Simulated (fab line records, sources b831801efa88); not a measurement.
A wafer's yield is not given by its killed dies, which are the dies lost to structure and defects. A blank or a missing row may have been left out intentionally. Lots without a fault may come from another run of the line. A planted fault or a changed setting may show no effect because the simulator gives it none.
Which of the tools did it? :: flow gf180mcu :: 13 lots with 39 wafers sampled at 4 steps, on a route of 602 steps

## WHAT THE GAUGES SHOWED, per wafer
GF_POLY_GATE_THK_MEAS_01. Usual: POLY_GATE_CVD_00_THK 199.8 nm, standard deviation 2.3.
lot: L368
measured: day 8 17:20
on: film-metro-02
POLY_GATE_CVD_00_THK (nm): 198.4 198.1 198.2
flag: 

lot: L369
measured: day 8 18:45
on: film-metro-02
POLY_GATE_CVD_00_THK (nm): 201.4 200.5 201.1
flag: 

lot: L370
measured: day 9 08:03
on: film-metro-02
POLY_GATE_CVD_00_THK (nm): 196.3 197.3 198.7
flag: 

lot: L371
measured: day 9 14:07
on: film-metro-04
POLY_GATE_CVD_00_THK (nm): 200.4 200.2 200.3
flag: 

lot: L373
measured: day 10 10:56
on: film-metro-04
POLY_GATE_CVD_00_THK (nm): 199.6 197.1 199.3
flag: 

lot: L374
measured: day 10 10:55
on: film-metro-03
POLY_GATE_CVD_00_THK (nm): 197.6 198.5 198.3
flag: 

lot: L376
measured: day 11 05:25
on: film-metro-02
POLY_GATE_CVD_00_THK (nm): 251.1 252.7 251.7
flag: OFF

lot: L377
measured: day 11 06:44
on: film-metro-04
POLY_GATE_CVD_00_THK (nm): 255.9 258.2 255.8
flag: OFF

lot: L380
measured: day 12 10:41
on: film-metro-04
POLY_GATE_CVD_00_THK (nm): 203.3 201.2 203.7
flag: 

lot: L382
measured: day 13 06:03
on: film-metro-03
POLY_GATE_CVD_00_THK (nm): 202.5 201.3 200.5
flag: 

lot: L383
measured: day 13 09:40
on: film-metro-04
POLY_GATE_CVD_00_THK (nm): 197.8 197.7 199.2
flag: 

lot: L388
measured: day 14 21:47
on: film-metro-04
POLY_GATE_CVD_00_THK (nm): 199.9 197.5 199.6
flag: 

lot: L390
measured: day 15 08:43
on: film-metro-02
POLY_GATE_CVD_00_THK (nm): 201.1 200.9 199.0
flag: 

GF_HV_LDD_CD_MEAS_46: the cd target is 400 nm. Usual: cd-nm reads 400 nm (standard deviation 3.2).
lot: L368
measured: day 12 14:19
on: cd-sem-01
cd-nm (nm): 405 405 405
flag: 

lot: L369
measured: day 12 16:30
on: cd-sem-01
cd-nm (nm): 399 400 401
flag: 

lot: L370
measured: day 13 07:28
on: cd-sem-02
cd-nm (nm): 401 401 401
flag: 

lot: L371
measured: day 13 14:22
on: cd-sem-02
cd-nm (nm): 397 396 395
flag: 

lot: L373
measured: day 14 15:26
on: cd-sem-02
cd-nm (nm): 408 407 407
flag: 

lot: L374
measured: day 14 14:43
on: cd-sem-02
cd-nm (nm): 403 402 399
flag: 

lot: L376
measured: day 15 13:28
on: cd-sem-02
cd-nm (nm): 399 398 400
flag: 

lot: L377
measured: day 15 14:02
on: cd-sem-02
cd-nm (nm): 397 399 399
flag: 

lot: L380
measured: day 17 00:01
on: cd-sem-01
cd-nm (nm): 398 395 397
flag: 

lot: L382
measured: day 17 22:51
on: cd-sem-02
cd-nm (nm): 398 399 397
flag: 

lot: L383
measured: day 18 03:43
on: cd-sem-01
cd-nm (nm): 399 399 399
flag: 

lot: L388
measured: day 19 19:40
on: cd-sem-01
cd-nm (nm): 400 401 400
flag: 

lot: L390
measured: day 20 07:26
on: cd-sem-02
cd-nm (nm): 401 400 401
flag: 

GF_PSD_OVL_MEAS_08. Usual: PSD_OVL 0.0 nm, standard deviation 1.5.
lot: L368
measured: day 14 10:16
on: overlay-01
PSD_OVL (nm): 1.2 2.3 1.6
flag: 

lot: L369
measured: day 14 12:34
on: overlay-01
PSD_OVL (nm): 0.4 0.4 1.5
flag: 

lot: L370
measured: day 15 04:49
on: overlay-01
PSD_OVL (nm): -0.4 0.4 -1.4
flag: 

lot: L371
measured: day 15 12:02
on: overlay-01
PSD_OVL (nm): 1.0 1.5 0.4
flag: 

lot: L373
measured: day 16 15:26
on: overlay-01
PSD_OVL (nm): -2.3 -1.4 -2.1
flag: 

lot: L374
measured: day 16 13:49
on: overlay-02
PSD_OVL (nm): 1.4 1.4 1.9
flag: 

lot: L376
measured: day 17 14:04
on: overlay-02
PSD_OVL (nm): 0.5 -0.5 1.2
flag: 

lot: L377
measured: day 17 14:38
on: overlay-02
PSD_OVL (nm): 1.7 -0.3 0.5
flag: 

lot: L380
measured: day 19 02:53
on: overlay-01
PSD_OVL (nm): -1.3 -1.0 0.2
flag: 

lot: L382
measured: day 20 02:13
on: overlay-02
PSD_OVL (nm): 0.3 1.5 0.5
flag: 

lot: L383
measured: day 20 08:04
on: overlay-01
PSD_OVL (nm): -0.2 -0.7 0.0
flag: 

lot: L388
measured: day 21 23:13
on: overlay-01
PSD_OVL (nm): -0.9 -0.9 -0.4
flag: 

lot: L390
measured: day 22 10:14
on: overlay-02
PSD_OVL (nm): -0.3 -1.0 -1.4
flag: 

## WHAT TOOL EACH LOT RAN ON (gives the tool, then ch and the chambers of the sampled wafers, and finally the start)
lot: L368
GF_POLY_GATE_CVD_00: lpcvd-02 ch 1, day 8 16:00

lot: L369
GF_POLY_GATE_CVD_00: lpcvd-01 ch 1, day 8 17:25

lot: L370
GF_POLY_GATE_CVD_00: lpcvd-02 ch 1, day 9 06:43

lot: L371
GF_POLY_GATE_CVD_00: lpcvd-02 ch 1, day 9 12:46

lot: L373
GF_POLY_GATE_CVD_00: lpcvd-02 ch 0, day 10 09:31

lot: L374
GF_POLY_GATE_CVD_00: lpcvd-02 ch 1, day 10 09:31

lot: L376
GF_POLY_GATE_CVD_00: lpcvd-02 ch 0, day 11 04:04

lot: L377
GF_POLY_GATE_CVD_00: lpcvd-02 ch 1, day 11 05:24

lot: L380
GF_POLY_GATE_CVD_00: lpcvd-01 ch 0, day 12 09:21

lot: L382
GF_POLY_GATE_CVD_00: lpcvd-01 ch 0, day 13 04:43

lot: L383
GF_POLY_GATE_CVD_00: lpcvd-01 ch 0, day 13 08:19

lot: L388
GF_POLY_GATE_CVD_00: lpcvd-01 ch 0, day 14 20:27

lot: L390
GF_POLY_GATE_CVD_00: lpcvd-01 ch 0, day 15 07:23
- GF_POLY_GATE_CVD_00: deposits poly-Si, target thk 200 nm, time 1200 s.

## AS READ BY THE TOOLS THEMSELVES (means over the sampled wafers that have a number; for cases with no such wafer, the mark the record gives instead)
GF_POLY_GATE_CVD_00. Usual: for spike-tc-bottom-C, 639 C with a standard deviation of 3.2; for spike-tc-centre-C, 620.9 C with a standard deviation of 1.3; for spike-tc-lower-C, 620.0 C with a standard deviation of 1.3; for spike-tc-top-C, 637 C with a standard deviation of 3.3; for spike-tc-upper-C, 619.9 C with a standard deviation of 1.2; for susceptor-temp-C, 619.89 C with a standard deviation of 0.26; for zone-power-centre-pct, 9.5 % with a standard deviation of 1.4.
lot: L368
tool: lpcvd-02
spike-tc-bottom-C (C): 642
spike-tc-centre-C (C): 622.5
spike-tc-lower-C (C): 619.3
spike-tc-top-C (C): 637
spike-tc-upper-C (C): 619.6
susceptor-temp-C (C): 620.09
zone-power-centre-pct (%): 7.5
flag: 

lot: L369
tool: lpcvd-01
spike-tc-bottom-C (C): 642
spike-tc-centre-C (C): 621.1
spike-tc-lower-C (C): 619.5
spike-tc-top-C (C): 636
spike-tc-upper-C (C): 619.7
susceptor-temp-C (C): 619.80
zone-power-centre-pct (%): 9.0
flag: 

lot: L370
tool: lpcvd-02
spike-tc-bottom-C (C): 643
spike-tc-centre-C (C): 620.6
spike-tc-lower-C (C): 618.7
spike-tc-top-C (C): 638
spike-tc-upper-C (C): 619.3
susceptor-temp-C (C): 619.88
zone-power-centre-pct (%): 7.4
flag: 

lot: L371
tool: lpcvd-02
spike-tc-bottom-C (C): 642
spike-tc-centre-C (C): 619.8
spike-tc-lower-C (C): 619.3
spike-tc-top-C (C): 637
spike-tc-upper-C (C): 619.6
susceptor-temp-C (C): 620.20
zone-power-centre-pct (%): 7.4
flag: 

lot: L373
tool: lpcvd-02
spike-tc-bottom-C (C): 637
spike-tc-centre-C (C): 620.9
spike-tc-lower-C (C): 621.7
spike-tc-top-C (C): 631
spike-tc-upper-C (C): 619.5
susceptor-temp-C (C): 619.99
zone-power-centre-pct (%): 9.7
flag: 

lot: L374
tool: lpcvd-02
spike-tc-bottom-C (C): 642
spike-tc-centre-C (C): 621.0
spike-tc-lower-C (C): 618.7
spike-tc-top-C (C): 637
spike-tc-upper-C (C): 619.9
susceptor-temp-C (C): 619.67
zone-power-centre-pct (%): 7.5
flag: 

lot: L376
tool: lpcvd-02
spike-tc-bottom-C (C): 647
spike-tc-centre-C (C): 631.8
spike-tc-lower-C (C): 631.7
spike-tc-top-C (C): 642
spike-tc-upper-C (C): 628.5
susceptor-temp-C (C): 630.48
zone-power-centre-pct (%): 9.8
flag: OFF

lot: L377
tool: lpcvd-02
spike-tc-bottom-C (C): 653
spike-tc-centre-C (C): 631.2
spike-tc-lower-C (C): 628.9
spike-tc-top-C (C): 649
spike-tc-upper-C (C): 629.4
susceptor-temp-C (C): 630.19
zone-power-centre-pct (%): 7.7
flag: OFF

lot: L380
tool: lpcvd-01
spike-tc-bottom-C (C): 637
spike-tc-centre-C (C): 619.5
spike-tc-lower-C (C): 619.8
spike-tc-top-C (C): 641
spike-tc-upper-C (C): 621.5
susceptor-temp-C (C): 619.91
zone-power-centre-pct (%): 11.1
flag: 

lot: L382
tool: lpcvd-01
spike-tc-bottom-C (C): 636
spike-tc-centre-C (C): 619.5
spike-tc-lower-C (C): 619.4
spike-tc-top-C (C): 640
spike-tc-upper-C (C): 620.8
susceptor-temp-C (C): 619.94
zone-power-centre-pct (%): 11.2
flag: 

lot: L383
tool: lpcvd-01
spike-tc-bottom-C (C): 635
spike-tc-centre-C (C): 619.0
spike-tc-lower-C (C): 620.9
spike-tc-top-C (C): 639
spike-tc-upper-C (C): 620.6
susceptor-temp-C (C): 619.76
zone-power-centre-pct (%): 11.2
flag: 

lot: L388
tool: lpcvd-01
spike-tc-bottom-C (C): 636
spike-tc-centre-C (C): 619.7
spike-tc-lower-C (C): 620.1
spike-tc-top-C (C): 640
spike-tc-upper-C (C): 620.9
susceptor-temp-C (C): 619.85
zone-power-centre-pct (%): 11.2
flag: 

lot: L390
tool: lpcvd-01
spike-tc-bottom-C (C): 636
spike-tc-centre-C (C): 620.3
spike-tc-lower-C (C): 620.3
spike-tc-top-C (C): 639
spike-tc-upper-C (C): 620.1
susceptor-temp-C (C): 620.05
zone-power-centre-pct (%): 11.1
flag: 

## THE ANSWER, worked out from the rows above alone
Rule: take the mean of a lot's wafers that have a number; if it is more than 3 standard deviations from the usual mean, the lot is off. A lot without any number at a reading at which 4 lots or more have one is off too. Where the step has rows for the other lots, those lots are counted as sound. The gauges are gone through in route order, then the tools' own readings, and for those a lot's mean is taken as printed above. At the first step where some lot is off, the reading lying furthest off is the one used; lots without a number count as furthest.
Off: at GF_POLY_GATE_THK_MEAS_01 (POLY_GATE_CVD_00_THK), L376, L377.
If a tool, at a process step before that reading, ran all the lots that are off and no sound lot after the first of them, it fits. The gauges at GF_POLY_GATE_THK_MEAS_01 aren't tried: what is off there is off at GF_POLY_GATE_CVD_00 too, on other tools, and a gauge's error can't cause that. One candidate fits, namely lpcvd-02 at GF_POLY_GATE_CVD_00. A fault onset in the window from L373 (day 10 09:31, its last sound lot) to L376 (day 11 04:04, its first lot off) fits.
The tool's own readings at GF_POLY_GATE_CVD_00 bear it out: on the lots that are off they differ by more than 5 times the standard deviation of the sound lots' means. spike-tc-centre-C reads 631.5 C there against 620.4 C on the sound lots; spike-tc-lower-C reads 630.3 C there against 619.8 C on the sound lots; spike-tc-upper-C reads 629.0 C there against 620.1 C on the sound lots; susceptor-temp-C reads 630.34 C there against 619.92 C on the sound lots.

## WHAT THE SIMULATOR HAD PUT IN
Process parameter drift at GF_POLY_GATE_CVD_00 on lpcvd-02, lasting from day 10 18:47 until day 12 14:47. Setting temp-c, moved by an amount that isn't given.
Lots struck among those shown: L376, L377. The same result came from the rule above.
